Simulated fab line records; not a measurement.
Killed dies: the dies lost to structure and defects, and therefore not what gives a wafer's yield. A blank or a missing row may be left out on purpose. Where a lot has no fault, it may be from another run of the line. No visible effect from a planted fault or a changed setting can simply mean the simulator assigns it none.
Code-filled problem report in 8D (eight disciplines) form -- flow sky130 -- the parts of the form that need people (team, actions taken, sign-off) are left out

== 1. WHAT IS WRONG ==
Mean of cd-nm at SKY_CONTACT_CD_MEAS_14: 139.2 nm across 3 wafers in 2 lots; on wafers with no fault it is 169.5 nm (standard deviation 1.6). Relative to the usual mean, that is a shift of -19 standard deviations.
The step: target cd 170 nm.
Seen first at day 36 08:01 on cd-sem-01, wafer L540.1. Wafers with a number at this step in the record: 42, from 14 lots. Rule for "out", or "out of limits": more than 4 standard deviations from the usual mean. All remaining wafers that have a number are taken as sound.

== 2. WHAT IT IS AND WHAT IT IS NOT ==
question,is,is not
which readings at this step,cd-nm,-
which lots,"L540, L544","L527, L528, L529, L530, L531, L532, L534, L535, L536, L537, L541, L550"
which wafers of those lots,"L540.1, L540.3, L544.1","L540.5, L544.5, L544.6"
read on which gauges,cd-sem-01,cd-sem-02
when,from day 36 08:01,"up to then (31 sound wafers); but 8 sound wafers of L541, L544, L550 came after"

== 3. SUSPECTS, AND WHAT RULES EACH OUT ==
Counting: any tool at a process step up to the reading remains a suspect provided it ran every lot that is out. Sound lots after the first of them don't rule it out here, since some wafers of a struck lot are sound.
- the gauge at SKY_CONTACT_CD_MEAS_14: ruled out. All the wafers that are out were read on cd-sem-01, but those of them that SKY_PAD_OPEN_PROBE_99 has rows for are out there too, on other tools.
- krf-scanner-02 at SKY_CONTACT_EXPOSE_11 (exposes mask CTM1, target cd 170 nm): kept. It ran every lot that is out, first L540 (day 35 19:19); its last sound lot up to then is L537 (day 34 10:49).
The count leaves krf-scanner-02 at SKY_CONTACT_EXPOSE_11.

== 4. THE CAUSE (what the simulator had put in) ==
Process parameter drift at SKY_CONTACT_EXPOSE_11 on krf-scanner-02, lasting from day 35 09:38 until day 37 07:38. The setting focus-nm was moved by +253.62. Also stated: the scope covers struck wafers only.
Counting left only this tool.

== 5. THE EFFECT CHAIN, in route order ==
Rows list readings where the struck wafers' mean (over those with a number) sits beyond 3 standard deviations from the usual. Only readings whose record carries a usual standard deviation are examined. hours: median over the lots of the time between each lot's start at the first step of this table that gives one and its start at this step. sigmas: the change, counted in usual standard deviations.
hours,step,reading,usual,on struck wafers,change,sigmas
0,SKY_CONTACT_CD_MEAS_14,cd-nm,169.5 nm,139.2,-30.3,-19
307,SKY_PAD_OPEN_PROBE_99,killed-at-contacts,24,226,+202,+41
307,SKY_PAD_OPEN_PROBE_99,killed-dies,85,286,+201,+23
307,SKY_PAD_OPEN_PROBE_99,killed-on-rim,16,79,+63,+16
Its process steps:
- SKY_PAD_OPEN_PROBE_99

== 6. WHAT WOULD HAVE CAUGHT IT SOONER ==
Counted from the fault's start at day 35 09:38, it took 22 hours until the first out-of-limits reading at a measuring or inspecting step in this record, taken at day 36 08:01.
Of the tool readings at SKY_CONTACT_EXPOSE_11 for which the record gives a usual standard deviation, none was out on any struck wafer, so an alarm limit of 4 standard deviations on them would not have fired.
Lots out: 2; of these, L544 started SKY_CONTACT_EXPOSE_11 on krf-scanner-02 after day 36 08:01. It would have been spared by a hold on the tool at that moment.
